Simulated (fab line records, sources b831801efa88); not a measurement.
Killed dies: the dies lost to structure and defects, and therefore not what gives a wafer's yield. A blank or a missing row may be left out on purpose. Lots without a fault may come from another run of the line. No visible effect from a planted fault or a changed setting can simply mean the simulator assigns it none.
Which tool did it? | flow sky130 | 13 lots with 39 wafers sampled at 4 steps, on a route of 708 steps

WHAT THE GAUGES READ, wafer by wafer
SKY_NWELL_THK_MEAS_02.
lot  | measured    | on            | NWELL_OXIDATION_THK (nm)
L495 | day 2 13:07 | film metro-03 | 10.12 10.21 10.34
L496 | day 2 18:32 | film metro-04 | 9.85 9.98 9.77
L497 | day 2 21:34 | film metro-02 | 10.49 10.27 10.42
L498 | day 3 04:36 | film metro-03 | 9.77 9.81 9.71
L499 | day 3 07:30 | film metro-03 | 9.88 10.16 10.13
L502 | day 4 01:02 | film metro-04 | 9.75 10.02 9.77
L504 | day 4 11:02 | film metro-04 | 10.23 10.25 10.22
L505 | day 4 18:59 | film metro-02 | 9.97 10.01 9.98
L507 | day 5 03:32 | film metro-02 | 9.99 9.95 10.07
L508 | day 5 07:47 | film metro-04 | 9.54 9.57 9.61
L516 | day 6 23:59 | film metro-03 | 9.88 9.86 9.77
L517 | day 7 08:16 | film metro-04 | 10.19 10.17 10.10
L518 | day 7 11:26 | film metro-02 | 10.14 10.13 10.17

SKY_LI_CONTACT_THK_MEAS_01.
lot  | measured     | on            | LI_CONTACT_HDPCVD_THK (nm)
L495 | day 27 22:32 | film metro-01 | 930 944 924
L496 | day 28 04:04 | film metro-04 | 919 928 917
L497 | day 28 10:46 | film metro-04 | 919 930 914
L498 | day 28 19:58 | film metro-04 | 932 928 929
L499 | day 29 10:34 | film metro-04 | 933 928 930
L502 | day 30 09:01 | film metro-02 | 921 929 917
L504 | day 31 06:46 | film metro-01 | 899 924 925
L505 | day 31 15:52 | film metro-02 | 924 923 913
L507 | day 32 03:37 | film metro-02 | 926 919 928
L508 | day 32 11:47 | film metro-01 | 935 931 937
L516 | day 34 21:31 | film metro-04 | 928 941 926
L517 | day 35 04:20 | film metro-01 | 911 923 930
L518 | day 35 10:13 | film metro-01 | 915 919 925

WHAT TOOL EACH LOT RAN ON (gives the tool, then ch and the chambers of the sampled wafers, and finally the start)
lot  | SKY_VT_ADJUST_PCH_IMPLANT_08    | SKY_RES_PROTECT_SOFTBAKE_03
L495 | implanter-02 ch 0, day 10 14:05 | litho track-01 ch 0, day 14 15:51
L496 | implanter-03 ch 0, day 10 17:03 | litho track-01 ch 0, day 14 17:43
L497 | implanter-01 ch 0, day 10 21:11 | litho track-04 ch 0, day 15 02:54
L498 | implanter-01 ch 0, day 11 04:49 | litho track-03 ch 0, day 15 12:02
L499 | implanter-01 ch 0, day 11 09:36 | litho track-03 ch 0, day 15 17:37
L502 | implanter-02 ch 0, day 12 14:53 | litho track-04 ch 0, day 16 21:19
L504 | implanter-03 ch 0, day 13 05:50 | litho track-03 ch 0, day 17 19:23
L505 | implanter-03 ch 0, day 13 18:22 | litho track-01 ch 0, day 18 07:05
L507 | implanter-03 ch 0, day 14 06:32 | litho track-04 ch 0, day 18 22:01
L508 | implanter-03 ch 0, day 14 14:10 | litho track-04 ch 0, day 19 09:10
L516 | implanter-01 ch 0, day 17 04:10 | litho track-04 ch 0, day 22 02:07
L517 | implanter-03 ch 0, day 17 10:59 | litho track-01 ch 0, day 22 08:23
L518 | implanter-02 ch 0, day 17 18:59 | litho track-04 ch 0, day 22 17:13
- SKY_VT_ADJUST_PCH_IMPLANT_08
- SKY_RES_PROTECT_SOFTBAKE_03: time 62.71 s.

WHAT THE TOOLS THEMSELVES READ (means of the sampled wafers that have a number; where no wafer has one, the mark that the record gives instead)
SKY_VT_ADJUST_PCH_IMPLANT_08.
lot  | tool         | beam energy keV | beam on s (s) | end station pressure torr (Torr) | faraday current uA
L495 | implanter-02 | 10.002          | 9.87          | 5.16e-06                         | 2.86
L496 | implanter-03 | 10.000          | 10.06         | 4.96e-06                         | 2.80
L497 | implanter-01 | 9.999           | 10.08         | 4.90e-06                         | 2.80
L498 | implanter-01 | 10.004          | 10.14         | 5.00e-06                         | 2.78
L499 | implanter-01 | 10.000          | 10.02         | 5.08e-06                         | 2.81
L502 | implanter-02 | 9.997           | 10.11         | 4.94e-06                         | 2.79
L504 | implanter-03 | 9.999           | 9.89          | 5.10e-06                         | 2.84
L505 | implanter-03 | 9.997           | 9.91          | 4.81e-06                         | 2.85
L507 | implanter-03 | 10.000          | 11.04         | 6.83e-05                         | 2.48
L508 | implanter-03 | 10.000          | 11.20         | 6.91e-05                         | 2.44
L516 | implanter-01 | 9.996           | 10.17         | 4.97e-06                         | 2.77
L517 | implanter-03 | 10.003          | 9.98          | 5.21e-06                         | 2.82
L518 | implanter-02 | 10.001          | 10.09         | 4.83e-06                         | 2.79

SKY_RES_PROTECT_SOFTBAKE_03.
lot  | tool           | plate sensor t centre C (C) | plate sensor t edge C (C) | resist line temp C (C) | softbake temp c (C)
L495 | litho track-01 | 90.749                      | 90.837                    | 23.06                  | 90.05
L496 | litho track-01 | 90.752                      | 90.825                    | 22.94                  | 89.99
L497 | litho track-04 | 90.760                      | 90.820                    | 23.14                  | 89.81
L498 | litho track-03 | 90.765                      | 90.832                    | 22.92                  | 89.84
L499 | litho track-03 | 90.759                      | 90.830                    | 23.05                  | 90.02
L502 | litho track-04 | 90.754                      | 90.826                    | 22.99                  | 89.94
L504 | litho track-03 | 90.755                      | 90.831                    | 23.08                  | 90.07
L505 | litho track-01 | 90.755                      | 90.828                    | 23.12                  | 90.12
L507 | litho track-04 | 90.753                      | 90.825                    | 22.90                  | 90.18
L508 | litho track-04 | 90.747                      | 90.833                    | 22.84                  | 90.08
L516 | litho track-04 | 90.746                      | 90.835                    | 23.10                  | 90.12
L517 | litho track-01 | 90.757                      | 90.825                    | 22.86                  | 90.11
L518 | litho track-04 | 90.760                      | 90.836                    | 23.06                  | 90.07

THE ANSWER, worked out from the rows above alone
Rule: the usual values come from the lots themselves. The widest of any qualifying gaps counts: lots, ordered by their means at a reading, are off when they make up no more than a third of the lots, leave a main group of 4 or more, and stand apart from it by 3 or more times the standard deviation of that group's means. A main group is skipped when, at the precision printed for the reading in the tables above, its means are all equal. Also off: a lot with no number at a reading for which 4 or more lots have one. Where the step has rows for the other lots, those lots are counted as sound. After the gauges, taken in route order, come the tools' own readings; for these a lot's mean is taken, as printed above. The first step at which some lot is off is used, and at that step the reading that is off furthest; a lot without a number counts as furthest.
Off: L507, L508 (SKY_VT_ADJUST_PCH_IMPLANT_08, end station pressure torr). The main group: mean 5.00e-06 Torr, standard deviation 1.2e-07.
A tool fits if, at that step or a process step before it, it ran every lot that is off, and no sound lot after the first of them. None of those tried fits.

WHAT THE SIMULATOR PUT IN
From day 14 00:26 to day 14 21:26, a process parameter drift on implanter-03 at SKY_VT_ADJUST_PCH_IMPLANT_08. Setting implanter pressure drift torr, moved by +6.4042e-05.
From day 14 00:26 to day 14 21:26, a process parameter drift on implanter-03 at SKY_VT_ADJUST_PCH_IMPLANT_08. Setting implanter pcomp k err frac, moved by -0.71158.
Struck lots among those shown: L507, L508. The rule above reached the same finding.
